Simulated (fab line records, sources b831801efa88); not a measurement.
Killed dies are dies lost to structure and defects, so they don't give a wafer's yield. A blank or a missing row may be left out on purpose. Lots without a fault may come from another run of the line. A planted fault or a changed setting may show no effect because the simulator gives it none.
fab line records | flow sky130
record lots=6 wafers=18 last_day=50
route steps=708 shown RES_XHIGH@332 SD_N@342 PAD_OPEN@708
lots that met no fault: from a run of the same line without faults
start_h: hours from the record's first day to the start of the lot's first wafer shown | wait_h: hours since the lot's step before | " the same as in the row above | L1.1+2: a row that stands for several wafers | - no value, or no start given | * or withheld: withheld | < > ~ a bound
route shown NAME@n: a module of which the file shows steps, and the number in the route of the first | usual: mean/standard deviation of fault-free wafers | same: alike in all rows | chamber/n: place in a boat | sites: the reading at each site | _std_site: their standard deviation | _edge_site: outer sites' mean less inner sites' | radius_mm: how far each site lies from the wafer's centre | mask NAME#n: copy n | behind: the tool/chamber that last shaped the wafer | hold: why the lot was held/for how many hours/how that ended | device: the transistor (n, p or np) that didn't switch | end of line: the same wafers' tests at the end of the route | a step without rows: its recipe alone | killed: dies lost to structure and defects at the first sort, not the wafer's yield | map: a wafer's dies, x killed, . not, _ none there
set.NAME: the setting as run; set.NAME@STEP: as run at that earlier step | model.NAME: the simulator's own value behind a step, which no gauge read
lots at some steps of the route; a table a step, a row a wafer
services: from which hour (start_h, from the record's first day; less than 0 if before it) a tool's chamber was out of use, for how many hours, and why
## steps
# step SKY_RES_XHIGH_DEHYDRATE_00
# recipe temp_c=200 time_s=60
# step SKY_RES_XHIGH_HMDS_01
# recipe prime_time_s=60 prime_temp_c=120
# step SKY_RES_XHIGH_COAT_02
# recipe resist=NOVOLAK spin_rpm=3000 resist_thk_nm=1140
# step SKY_RES_XHIGH_SOFTBAKE_03
# recipe temp_c=90 time_s=60 resist=NOVOLAK
# step SKY_RES_XHIGH_EXPOSE_04
# recipe mask_id=URPM na=0.6 source_shape=conventional sigma_outer=0.6 polarization=unpolarized target_cd_nm=1270 dose_mj=140
# step SKY_RES_XHIGH_PEB_05
# recipe temp_c=withheld time_s=* resist=NOVOLAK
# step SKY_RES_XHIGH_DEVELOP_06
# recipe resist=NOVOLAK developer=TMAH develop_time_s=60 dev_temp_c=23
# step SKY_RES_XHIGH_IMPLANT_07
# recipe species=BF2 energy_kev=20 dose_cm2=3.6e+14 tilt_deg=0
# step SKY_RES_XHIGH_STRIP_08
# recipe chemistry=O2/N2 power_w=1400 pressure_mtorr=1500 platen_temp_c=withheld o2_flow_sccm=3000 n2_flow_sccm=300 overash_fraction=0.5
# usual drypump_motor_current_A=6.0/0.56 oes_product_au=0.712/0.0042 strip_time_to_endpoint_s=14.27/0.042
# columns lot.wafer tool chamber start_h wait_h drypump_motor_current_A oes_product_au rf_hours_counter_h strip_time_to_endpoint_s
L452.1 plasma_asher-02 0 657.74 0.1 4.9 0.718 82 14.26
L452.4 " 1 " " 6.1 0.713 - 14.24
L452.6 " 0 " " 4.9 0.707 - 14.25
L457.2 plasma_asher-02 0 710.70 0.2 5.0 0.714 87 14.24
L457.3 " 0 " " 5.0 0.708 - 14.30
L457.5 " 1 " " 6.1 0.713 - 14.27
L458.3 plasma_asher-04 1 712.87 0.2 5.8 0.702 - 14.35
L458.5 " 0 " " 6.6 0.711 - 14.32
L458.6 " 1 " " 5.8 0.713 - 14.31
L459.1 plasma_asher-01 1 717.52 0.1 5.8 0.717 61 14.24
L459.2 " 0 " " 6.6 0.706 61 14.28
L459.4 " 0 " " 6.7 0.714 - 14.27
L462.1 plasma_asher-01 1 738.24 0.1 5.8 0.712 63 14.32
L462.3 " 1 " " 5.8 0.715 - 14.32
L462.4 " 0 " " 6.6 0.704 - 14.35
L470.1 plasma_asher-04 1 812.27 0.1 5.8 0.716 7 14.32
L470.2 " 0 " " 6.6 0.706 7 14.34
L470.3 " 1 " " 5.8 0.702 - 14.36
# step SKY_RES_XHIGH_TW_MEAS_09
# usual RES_XHIGH_TW=1648/19
# columns lot.wafer tool chamber start_h wait_h RES_XHIGH_TW
L452.1 film_metro-01 - 657.84 0.1 1628
L452.4 " - " " 1618
L452.6 " - " " 1625
L457.2 film_metro-01 - 710.81 0.1 1631
L457.3 " - " " 1628
L457.5 " - " " 1640
L458.3 film_metro-04 - 712.96 0.1 1676
L458.5 " - " " 1691
L458.6 " - " " 1688
L459.1 film_metro-01 - 717.62 0.1 1634
L459.2 " - " " 1637
L459.4 " - " " 1632
L462.1 film_metro-04 - 738.34 0.1 1669
L462.3 " - " " 1660
L462.4 " - " " 1663
L470.1 film_metro-01 - 812.37 0.1 1611
L470.2 " - " " 1619
L470.3 " - " " 1617
# step SKY_SD_N_DEHYDRATE_00
# recipe temp_c=200 time_s=60
# step SKY_SD_N_HMDS_01
# recipe prime_time_s=60 prime_temp_c=120
# step SKY_SD_N_COAT_02
# recipe resist=NOVOLAK spin_rpm=3000 resist_thk_nm=1140
# columns lot.wafer tool chamber start_h wait_h model.NOVOLAK_of_SD_N_COAT_02.thk_nm
L452.1 litho_track-02 0 672.40 0.1 1139
L452.4 " 0 " " 1141
L452.6 " 0 " " 1145
L457.2 litho_track-03 0 724.05 0.1 1137
L457.3+5 " 0 " " 1140
L458.3 litho_track-03 0 725.57 0.1 1142
L458.5 " 0 " " 1138
L458.6 " 0 " " 1139
L459.1 litho_track-03 0 731.72 0.1 1271
L459.2+4 " 0 " " 1269
L462.1 litho_track-03 0 751.87 0.1 1267
L462.3 " 0 " " 1273
L462.4 " 0 " " 1272
L470.1 litho_track-02 0 826.05 0.1 1143
L470.2+3 " 0 " " 1142
# step SKY_SD_N_SOFTBAKE_03
# recipe temp_c=90 time_s=60 resist=NOVOLAK
# step SKY_SD_N_EXPOSE_04
# recipe mask_id=NSDM na=0.6 source_shape=conventional sigma_outer=0.6 polarization=unpolarized target_cd_nm=380 dose_mj=141
# step SKY_SD_N_PEB_05
# recipe temp_c=withheld time_s=* resist=NOVOLAK
# step SKY_SD_N_DEVELOP_06
# recipe resist=NOVOLAK developer=TMAH develop_time_s=60 dev_temp_c=23
# columns lot.wafer tool chamber start_h wait_h model.NOVOLAK_of_SD_N_COAT_02.thk_nm
L452.1 litho_track-02 0 686.35 0.1 1139
L452.4 " 0 " " 1141
L452.6 " 0 " " 1145
L457.2 litho_track-02 0 738.38 0.1 1137
L457.3+5 " 0 " " 1140
L458.3 litho_track-04 0 739.97 0.1 1142
L458.5 " 0 " " 1137
L458.6 " 0 " " 1139
L459.1 litho_track-03 0 745.42 0.1 1271
L459.2+4 " 0 " " 1269
L462.1 litho_track-03 0 766.42 0.1 1266
L462.3 " 0 " " 1273
L462.4 " 0 " " 1272
L470.1 litho_track-03 0 838.87 0.1 1142
L470.2+3 " 0 " " 1141
# step SKY_SD_N_CD_MEAS_07
# recipe target_cd_nm=380
# usual cd_nm=380.8/2.3
# columns lot.wafer tool chamber start_h wait_h hold cd_nm
L452.1 cd_sem-01 - 686.50 0.1 - 379.8
L452.4 " - " " - 380.3
L452.6 " - " " - 379.5
L457.2 cd_sem-02 - 738.52 0.1 - 381.7
L457.3 " - " " - 382.1
L457.5 " - " " - 382.6
L458.3 cd_sem-01 - 740.11 0.1 - 382.3
L458.5 " - " " - 381.7
L458.6 " - " " - 383.5
L459.1 cd_sem-01 - 745.57 0.1 await_dispo/0.2h/release 372.9
L459.2 " - " " await_dispo/0.2h/release 374.4
L459.4 " - " " await_dispo/0.2h/release 371.0
L459.1 cd_sem-01 - 745.86 0.3 - 372.5
L459.2 " - " " - 374.6
L459.4 " - " " - 370.9
L462.1 cd_sem-02 - 766.57 0.1 await_dispo/0.2h/release 372.4
L462.3 " - " " await_dispo/0.2h/release 368.6
L462.4 " - " " await_dispo/0.2h/release 370.6
L462.1 cd_sem-02 - 766.86 0.3 - 372.2
L462.3 " - " " - 368.5
L462.4 " - " " - 371.4
L470.1 cd_sem-02 - 839.02 0.1 - 379.9
L470.2 " - " " - 379.0
L470.3 " - " " - 378.9
# step SKY_SD_N_OVL_MEAS_08
# usual SD_N_OVL=0.3/1.4
# columns lot.wafer tool chamber start_h wait_h hold SD_N_OVL[nm]
L452.1 overlay-02 - 686.62 0.1 - 1.9
L452.4 " - " " - 2.4
L452.6 " - " " - 2.3
L457.2 overlay-01 - 738.63 0.1 - 1.7
L457.3 " - " " - 0.1
L457.5 " - " " - 1.0
L458.3 overlay-02 - 740.21 0.1 - 1.0
L458.5 " - " " - 2.5
L458.6 " - " " - 2.5
L459.1 overlay-02 - 747.22 1.3 await_dispo/1.2h/release 1.5
L459.2 " - " " await_dispo/1.2h/release 1.0
L459.4 " - " " await_dispo/1.2h/release 0.6
L462.1 overlay-01 - 769.36 2.5 await_dispo/2.4h/release 0.7
L462.3 " - " " await_dispo/2.4h/release 1.3
L462.4 " - " " await_dispo/2.4h/release 1.5
L470.1 overlay-02 - 839.14 0.1 - -0.9
L470.2 " - " " - -1.8
L470.3 " - " " - -2.0
# step SKY_SD_N_IMPLANT_09
# recipe species=As energy_kev=50 dose_cm2=4e+15 tilt_deg=0
# step SKY_SD_N_IMPLANT_10
# recipe species=P energy_kev=20 dose_cm2=1e+14 tilt_deg=0
# step SKY_SD_N_STRIP_11
# recipe chemistry=O2/N2 power_w=1400 pressure_mtorr=1500 platen_temp_c=withheld o2_flow_sccm=3000 n2_flow_sccm=300 overash_fraction=0.5
# usual drypump_motor_current_A=5.9/0.53 oes_product_au=0.528/0.0045 strip_time_to_endpoint_s=22.54/0.046
# columns lot.wafer tool chamber start_h wait_h drypump_motor_current_A oes_product_au rf_hours_counter_h strip_time_to_endpoint_s
L452.1 plasma_asher-02 0 686.96 0.1 5.0 0.520 85 22.54
L452.4 " 1 " " 6.0 0.524 - 22.56
L452.6 " 0 " " 4.9 0.532 - 22.61
L457.2 plasma_asher-01 1 738.96 0.1 5.8 0.524 64 22.53
L457.3 " 1 " " 5.8 0.522 - 22.57
L457.5 " 0 " " 6.6 0.523 - 22.55
L458.3 plasma_asher-02 1 740.56 0.1 6.0 0.532 - 22.60
L458.5 " 1 " " 6.0 0.519 - 22.53
L458.6 " 0 " " 5.0 0.524 - 22.57
L459.1 plasma_asher-02 0 747.66 0.1 5.0 0.546 91 24.01
L459.2 " 1 " " 6.1 0.546 91 23.99
L459.4 " 0 " " 5.0 0.547 - 23.97
L462.1 plasma_asher-03 1 769.89 0.3 6.2 0.537 34 23.94
L462.3 " 1 " " 6.2 0.540 - 24.00
L462.4 " 0 " " 6.0 0.540 - 23.99
L470.1 plasma_asher-01 0 839.48 0.1 6.6 0.519 72 22.60
L470.2 " 1 " " 5.8 0.524 72 22.57
L470.3 " 0 " " 6.6 0.536 - 22.59
# step SKY_SD_N_TW_MEAS_12
# usual SD_N_TW=4001/52
# columns lot.wafer tool chamber start_h wait_h SD_N_TW
L452.1 film_metro-01 - 687.06 0.1 3958
L452.4 " - " " 3927
L452.6 " - " " 3952
L457.2 film_metro-03 - 739.07 0.1 4025
L457.3 " - " " 4017
L457.5 " - " " 4022
L458.3 film_metro-01 - 740.65 0.1 3985
L458.5 " - " " 3960
L458.6 " - " " 3963
L459.1 film_metro-01 - 747.76 0.1 3958
L459.2 " - " " 3977
L459.4 " - " " 3953
L462.1 film_metro-03 - 769.99 0.1 4018
L462.3 " - " " 4002
L462.4 " - " " 4023
L470.1 film_metro-03 - 839.58 0.1 4015
L470.2 " - " " 4009
L470.3 " - " " 4035
# step SKY_PAD_OPEN_PROBE_99
# usual killed_at_M0_to_M3=44/7.4 killed_at_M4_up=3.0/1.8 killed_at_contacts=24/5.1 killed_at_front_end=15/4.3 killed_at_other=0.3/0.54 killed_dies=86/9.9 killed_open=47/7.1 killed_short=38/6.7
# same gross_dies=492 killed_at_back_side=0
# columns lot.wafer tool chamber start_h wait_h killed_at_M0_to_M3 killed_at_M4_up killed_at_contacts killed_at_front_end killed_at_other killed_dies killed_open killed_short
L452.1 prober-01 - 1110.44 0.1 51 6 17 10 0 84 40 44
L452.4 prober-01 - 1110.59 0.2 44 2 17 12 0 75 42 33
L452.6 prober-01 - 1110.69 0.2 59 6 25 13 0 103 56 47
L459.1 prober-01 - 1149.48 0.1 34 10 30 14 0 88 46 42
L459.2 prober-01 - 1149.53 0.1 47 4 24 18 0 93 53 40
L459.4 prober-01 - 1149.63 0.2 47 6 21 6 0 80 41 39
L462.1 prober-02 - 1164.71 0.1 34 3 24 18 1 80 44 36
L462.3 prober-02 - 1164.81 0.2 44 3 27 16 0 90 48 42
L462.4 prober-02 - 1164.86 0.2 37 2 26 27 0 92 52 40
L470.1 prober-02 - 1211.64 0.1 55 1 26 10 0 92 52 40
L470.2 prober-02 - 1211.69 0.1 51 4 15 13 1 84 55 29
L470.3 prober-02 - 1211.74 0.2 44 5 26 14 0 89 47 42
# killed by level:class
L452.1 VIA1:geometric_particle:open=9 METAL2:geometric_particle:short=9 VIA3:geometric_particle:open=6 CONTACT:geometric_particle:open=6 LI_CONTACT:geometric_particle:open=5 VIA1:geometric_particle:short=5 METAL3:geometric_particle:short=5 FIELD_ISO:geometric_particle:short=4
L452.4 VIA1:geometric_particle:open=8 LI_CONTACT:geometric_particle:open=7 METAL1:geometric_particle:short=7 VIA3:geometric_particle:open=6 METAL2:geometric_particle:short=5 VIA1:geometric_particle:short=4 VIA2:geometric_particle:open=4 FIELD_ISO:geometric_particle:open=3
L452.6 LI_CONTACT:geometric_particle:open=13 VIA1:geometric_particle:open=13 VIA1:geometric_particle:short=9 VIA3:geometric_particle:short=7 VIA2:geometric_particle:open=7 CONTACT:geometric_particle:open=6 METAL2:geometric_particle:short=6 CONTACT:geometric_particle:short=4
L459.1 VIA1:geometric_particle:open=11 CONTACT:geometric_particle:open=8 METAL4:geometric_particle:short=7 LI_CONTACT:geometric_particle:open=6 CONTACT:geometric_particle:short=6 VIA2:geometric_particle:open=6 FIELD_ISO:geometric_particle:short=4 LI_CONTACT:geometric_particle:short=4
L459.2 CONTACT:geometric_particle:open=12 VIA1:geometric_particle:open=10 METAL1:geometric_particle:short=9 VIA3:geometric_particle:open=7 METAL2:geometric_particle:short=6 POLY_GATE:geometric_particle:short=5 LI_CONTACT:geometric_particle:open=5 FIELD_ISO:geometric_particle:open=4
L459.4 VIA3:geometric_particle:open=10 METAL2:geometric_particle:short=9 CONTACT:geometric_particle:open=6 VIA1:geometric_particle:open=6 VIA2:geometric_particle:open=5 LI_CONTACT:geometric_particle:open=5 VIA1:geometric_particle:short=4 CONTACT:geometric_particle:short=4
L462.1 CONTACT:geometric_particle:short=7 VIA1:geometric_particle:open=7 LI_CONTACT:geometric_particle:open=7 METAL2:geometric_particle:short=7 VIA2:geometric_particle:open=7 FIELD_ISO:geometric_particle:short=6 VIA3:geometric_particle:open=5 SPACER:geometric_particle:short=4
L462.3 VIA1:geometric_particle:open=10 CONTACT:geometric_particle:open=9 METAL2:geometric_particle:short=8 LI_CONTACT:geometric_particle:open=6 CONTACT:geometric_particle:short=6 VIA3:geometric_particle:open=6 LI_CONTACT:geometric_particle:short=5 METAL1:geometric_particle:short=5
L462.4 CONTACT:geometric_particle:open=14 VIA1:geometric_particle:open=9 FIELD_ISO:geometric_particle:short=8 FIELD_ISO:geometric_particle:open=6 VIA3:geometric_particle:open=6 LI_CONTACT:geometric_particle:open=5 VIA2:geometric_particle:open=5 POLY_GATE:geometric_particle:short=4
L470.1 VIA1:geometric_particle:open=12 CONTACT:geometric_particle:open=12 METAL2:geometric_particle:short=9 VIA1:geometric_particle:short=8 LI_CONTACT:geometric_particle:open=6 VIA3:geometric_particle:open=6 VIA2:geometric_particle:open=5 CONTACT:geometric_particle:short=4
L470.2 VIA3:geometric_particle:open=14 VIA1:geometric_particle:open=10 VIA2:geometric_particle:open=9 CONTACT:geometric_particle:open=6 FIELD_ISO:geometric_particle:short=4 POLY_GATE:geometric_particle:open=4 LI_CONTACT:geometric_particle:open=4 METAL3:geometric_particle:short=4
L470.3 VIA1:geometric_particle:open=14 CONTACT:geometric_particle:open=8 FIELD_ISO:geometric_particle:short=7 LI_CONTACT:geometric_particle:open=7 METAL1:geometric_particle:short=6 VIA3:geometric_particle:open=6 CONTACT:geometric_particle:short=5 METAL2:geometric_particle:open=5
## services
# columns tool chamber start_h hours kind
plasma_asher-01 - 643.15 0.6 repair
plasma_asher-02 - 702.07 2.5 repair
plasma_asher-04 - 733.75 9.0 pm
plasma_asher-04 0 733.75 9.0 vent_cycle
plasma_asher-04 1 733.75 9.0 vent_cycle
plasma_asher-04 0 742.75 - clean
plasma_asher-04 1 742.75 - clean
plasma_asher-02 - 743.28 0.5 repair
plasma_asher-01 - 781.06 15.6 pm
plasma_asher-04 - 831.18 0.7 repair
## key
first_sign step=SKY_SD_N_CD_MEAS_07 reading=visit direction=added through=control_loop
effect step=SKY_SD_N_CD_MEAS_07 reading=cd_nm direction=down sigmas=4 usual=380.8 struck=371.6 through=control_loop
effect step=SKY_SD_N_STRIP_11 reading=strip_time_to_endpoint_s direction=up sigmas=31 usual=* struck=* through=*
model_effect step=SKY_SD_N_COAT_02 value=NOVOLAK_of_SD_N_COAT_02.thk_nm without=1138 struck=1270
model_effect step=SKY_SD_N_DEVELOP_06 value=NOVOLAK_of_SD_N_COAT_02.thk_nm without=1138 struck=1270
met_at SKY_SD_N_COAT_02
struck_wafers L459.1,L459.2,L459.4,L462.1,L462.3,L462.4
tester_left_out L459,L462
loop_trim step=SKY_SD_N_EXPOSE_04 setting=dose lots=L462
onset_between 725.57 731.72
also_fits SKY_RES_XHIGH_STRIP_08:plasma_asher-01
fault kind=process_parameter_drift tool=litho_track-03 chamber=- onset_h=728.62 steps=SKY_SD_N_COAT_02 channel=resist_thk_nm offset=132.53 shape=step end_h=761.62 acts_in=these_recipes_only stated=1140
# tester_left_out: of these lots the tester's yield and bins aren't shown, on N5 and GAA mostly nor the transistor test; their killed dies are dies lost to structure and defects alone, not to doping, threshold or leakage, so they don't give the yield
# loop_trim: a control loop set the setting to another value than it would have without faults
